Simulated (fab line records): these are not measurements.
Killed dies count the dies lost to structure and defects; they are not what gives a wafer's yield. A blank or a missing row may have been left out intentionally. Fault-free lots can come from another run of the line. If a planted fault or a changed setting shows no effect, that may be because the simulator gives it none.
Code-filled problem report in 8D (eight disciplines) form / flow sfqLine / the parts of the form that need people (team, actions taken, sign-off) are left out

1. PROBLEM STATEMENT
M4_NB_RS at SFQ_M4_RS_MEAS_924 reads a mean of 1.246 ohm/sq on 8 wafers of 3 lots; wafers without a fault read 0.886 ohm/sq with a standard deviation of 0.0098. Measured from the usual mean, that is +37 standard deviations.
The step: measures by four-point-probe.
First seen on wafer L264.2, day 41 20:14, on filmMetro-04. Wafers with a number at this step in the record: 44, from 15 lots. Rule for "out", or "out of limits": more than 4 standard deviations from the usual mean. The other wafers with a number count as sound.

2. WHAT IT IS, AND WHAT IT ISN'T
question=which readings at this step | is=M4_NB_RS | is not=-
question=which lots | is=L264, L267, L270 | is not=L247, L248, L251, L252, L253, L254, L256, L258, L261, L263, L268, L269
question=which wafers of those lots | is=all that have a number | is not=-
question=read on which gauges | is=filmMetro-04 | is not=filmMetro-02, filmMetro-03
question=when | is=from day 41 20:14 | is not=up to then (30 sound wafers); but 6 sound wafers of L268, L269 came after

3. SUSPECTS, AND WHAT RULES EACH OUT
Counting: a tool stays on the suspect list if, at a process step up to the reading, it processed all lots that are out and no sound lot following the first of them.
- ruled out: the gauge at SFQ_M4_RS_MEAS_924. All the wafers that are out were read on filmMetro-04, but those of them that SFQ_TRILAYER_M4_ETCH_METAL_ETCH_096 has rows for are out there too, on other tools.
- pvdSputter-04 at SFQ_TRILAYER_M4_DEP_SPUTTER_091 (material Nb, target thk 200 nm, time 133.3 s): kept. All lots that are out passed through it, beginning with L264 at day 41 20:08, and no sound lot followed; its final sound lot before that point was L261 at day 41 05:37.
Remaining after the count: pvdSputter-04 at SFQ_TRILAYER_M4_DEP_SPUTTER_091.

4. THE CAUSE (what the simulator had put in)
Site profile drift: pvdSputter-04, from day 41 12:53 on, at SFQ_TRILAYER_M4_DEP_SPUTTER_091. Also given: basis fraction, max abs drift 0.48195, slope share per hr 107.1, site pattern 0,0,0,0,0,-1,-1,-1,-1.
The count eliminated every tool but this one.

5. THE EFFECT CHAIN, in route order
Each row: a reading whose mean over the struck wafers that have a number lies more than 3 standard deviations from the usual. Scope: only readings with a usual standard deviation given in the record; hours: median across lots of the time from each lot's start at the first step in this table that gives one to its start at this step; sigmas: change in usual standard deviations.
hours=0; step=SFQ_M4_RS_MEAS_924; reading=M4_NB_RS; usual=0.886 ohm/sq; on struck wafers=1.246; change=+0.360; sigmas=+37
hours=143; step=SFQ_TRILAYER_M4_ETCH_METAL_ETCH_096; reading=oesProductAu; usual=0.897 a.u.; on struck wafers=0.788; change=-0.109; sigmas=-16
Process steps it contains:
- SFQ_TRILAYER_M4_ETCH_METAL_ETCH_096: etches Nb in Cl2/Ar, stops on SiO2, target depth 240 nm, time 120 s.

6. WHAT WOULD HAVE CAUGHT IT SOONER
In this record the first reading out of limits at a measuring or inspecting step was taken at day 41 20:14, 7 hours after the fault began at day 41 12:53.
Of the tool readings at SFQ_TRILAYER_M4_DEP_SPUTTER_091 for which the record gives a usual standard deviation, none was out on any struck wafer, so an alarm limit of 4 standard deviations on them would not have fired.
Of the lots that are out (3), L267, L270 began SFQ_TRILAYER_M4_DEP_SPUTTER_091 on pvdSputter-04 after day 41 20:14. A hold on the tool at that time would have spared those 2.
